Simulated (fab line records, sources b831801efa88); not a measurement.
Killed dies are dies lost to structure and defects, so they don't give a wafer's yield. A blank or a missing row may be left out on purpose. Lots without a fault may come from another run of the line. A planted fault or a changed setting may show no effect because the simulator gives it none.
Which tool did it? | flow gf180mcu | 6 lots, 17 wafers sampled, at 3 steps of a route of 602

WHAT THE GAUGES READ, wafer by wafer
GF_M4_THK_MEAS_06: measures by xrf.
lot  | measured     | on            | M4_ALCU_THK (nm)
L183 | day 22 17:50 | film_metro-04 | 459 449 457
L186 | day 23 20:29 | film_metro-01 | 456 455 456
L192 | day 25 22:04 | film_metro-04 | 434 428
L195 | day 26 17:31 | film_metro-04 | 456 453 460
L199 | day 27 21:54 | film_metro-04 | 447 455 450
L201 | day 28 16:19 | film_metro-01 | 452 451 452

WHICH TOOL RAN EACH LOT (tool, then ch and the chambers of the sampled wafers, then the start)
lot  | GF_V3_ETCH_16                      | GF_M4_SPUTTER_04
L183 | rie_diel-01 ch 2,3, day 22 15:59   | pvd_sputter-04, day 22 17:39
L186 | rie_diel-02 ch 0,1,3, day 23 18:41 | pvd_sputter-04, day 23 20:19
L192 | rie_diel-02 ch 0,1, day 25 20:21   | pvd_sputter-04, day 25 21:53
L195 | rie_diel-04 ch 0,1,3, day 26 15:47 | pvd_sputter-03, day 26 17:20
L199 | rie_diel-02 ch 0,2,3, day 27 20:12 | pvd_sputter-03, day 27 21:44
L201 | rie_diel-02 ch 0,1,3, day 28 14:34 | pvd_sputter-03, day 28 16:08
- GF_V3_ETCH_16: etches BARC in N2/H2.
- GF_M4_SPUTTER_04: material TiN, target thk 50 nm, time 41.7 s.

THE ANSWER, worked out from the rows above alone
Rule: what is usual is taken from the lots themselves. Put in order of their means at a reading, lots are off if they are a third of the lots or fewer, leave a main group of 4 or more, and stand apart from it by a gap of 3 or more times the standard deviation of the main group's means; of several such gaps the widest counts. A main group whose means are all the same, to the digits that the tables above print for the reading, isn't used. A lot without any number at a reading at which 4 lots or more have one is off too. The other lots that the step has rows for count as sound.
Off: L192, at GF_M4_THK_MEAS_06 (M4_ALCU_THK). The main group: mean 454 nm, standard deviation 2.3.
A tool fits if, at a process step before that reading, it ran every lot that is off, and no sound lot after the first of them. The gauges at GF_M4_THK_MEAS_06 are tried like those tools. One fits: pvd_sputter-04 at GF_M4_SPUTTER_04. Its last sound lot is L186 (day 23 20:19), its first lot that is off L192 (day 25 21:53): a fault that began between those two fits.

WHAT THE SIMULATOR HAD PUT IN
Process parameter drift: pvd_sputter-04, from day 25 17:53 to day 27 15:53, at GF_M4_SPUTTER_04. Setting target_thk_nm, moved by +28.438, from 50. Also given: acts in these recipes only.
Lots struck among those shown: L192. The rule above found the same.
